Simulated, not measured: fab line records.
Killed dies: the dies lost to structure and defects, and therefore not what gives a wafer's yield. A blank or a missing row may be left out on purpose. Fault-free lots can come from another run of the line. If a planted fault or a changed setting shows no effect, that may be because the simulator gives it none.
Problem report, 8D (eight disciplines) form, completed by code / flow sky130 / the parts of the form that need people (team, actions taken, sign-off) are left out

## 1. WHAT WENT WRONG
Mean of stripTimeToEndpointS at SKY_CONTACT_STRIP_19: 4.773 s across 4 wafers in 2 lots; on wafers with no fault it is 3.609 s (standard deviation 0.029). Measured from the usual mean, that is +40 standard deviations.
The step: strips in O2/N2.
Earliest sighting: wafer L829.1 on plasmaAsher-03 at day 36 23:01. The record holds 33 wafers of 11 lots with a number at this step. By rule, "out" or "out of limits" means more than 4 standard deviations away from the usual mean. Any other wafer with a number is counted as sound.

## 2. WHAT IT IS, WHAT IT ISN'T
question=which readings at this step | is=stripTimeToEndpointS, oesProductAu | is not=drypumpMotorCurrentA
question=which lots | is=L829, L830 | is not=L812, L814, L817, L819, L820, L824, L827, L833, L834
question=which wafers of those lots | is=L829.1, L829.5, L830.1, L830.5 | is not=L829.4, L830.6
question=read on which tools | is=plasmaAsher-03 | is not=plasmaAsher-01, plasmaAsher-02
question=when | is=from day 36 23:01 | is not=up to then (22 sound wafers); but 7 sound wafers of L830, L833, L834 came after

## 3. THE SUSPECTS, EACH WITH WHAT RULES IT OUT
Counting: any tool at a process step up to the reading remains a suspect provided it ran every lot that is out. Sound lots after the first of them don't rule it out here, since some wafers of a struck lot are sound.
- lithoTrack-01 at SKY_CONTACT_COAT_09 (resist thk 450 nm): kept. Ran every lot that is out, first one L829 (day 36 09:00); last sound lot up to then L824 (day 35 03:00).
- plasmaAsher-03 at SKY_CONTACT_STRIP_19 (strips in O2/N2): kept. Ran every lot that is out, first one L829 (day 36 23:01); last sound lot up to then L827 (day 36 13:56). On those wafers its own readings are out: oesProductAu, stripTimeToEndpointS.
Remaining after the count are lithoTrack-01 at SKY_CONTACT_COAT_09 and plasmaAsher-03 at SKY_CONTACT_STRIP_19.

## 4. THE CAUSE (what the simulator had put in)
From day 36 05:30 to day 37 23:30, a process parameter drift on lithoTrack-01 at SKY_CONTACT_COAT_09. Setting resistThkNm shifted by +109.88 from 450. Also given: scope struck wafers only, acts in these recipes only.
After counting, 2 suspects remain, this tool included.

## 5. SEQUENCE OF EFFECTS, ordered by route
Each row: a reading whose mean over the struck wafers that have a number lies more than 3 standard deviations from the usual. Only readings for which the record gives a usual standard deviation are gone through. hours: the time from each lot's start at the first step in this table that gives one to its start at this step, as a median over the lots. sigmas: the change in usual standard deviations.
hours=0; step=SKY_CONTACT_STRIP_19; reading=oesProductAu; usual=0.380 a.u.; on struck wafers=0.432; change=+0.052; sigmas=+11
hours=0; step=SKY_CONTACT_STRIP_19; reading=stripTimeToEndpointS; usual=3.609 s; on struck wafers=4.773; change=+1.164; sigmas=+40
Its process steps:
- SKY_CONTACT_STRIP_19: strips in O2/N2.

## 6. HOW IT WOULD HAVE BEEN CAUGHT EARLIER
The fault began at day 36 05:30; the first out-of-limits reading in this record came at day 36 23:01, 18 hours later.
Of the lots that are out (2), L830 began SKY_CONTACT_COAT_09 on lithoTrack-01 after day 36 23:01. A tool hold placed at that time would have kept it from harm.
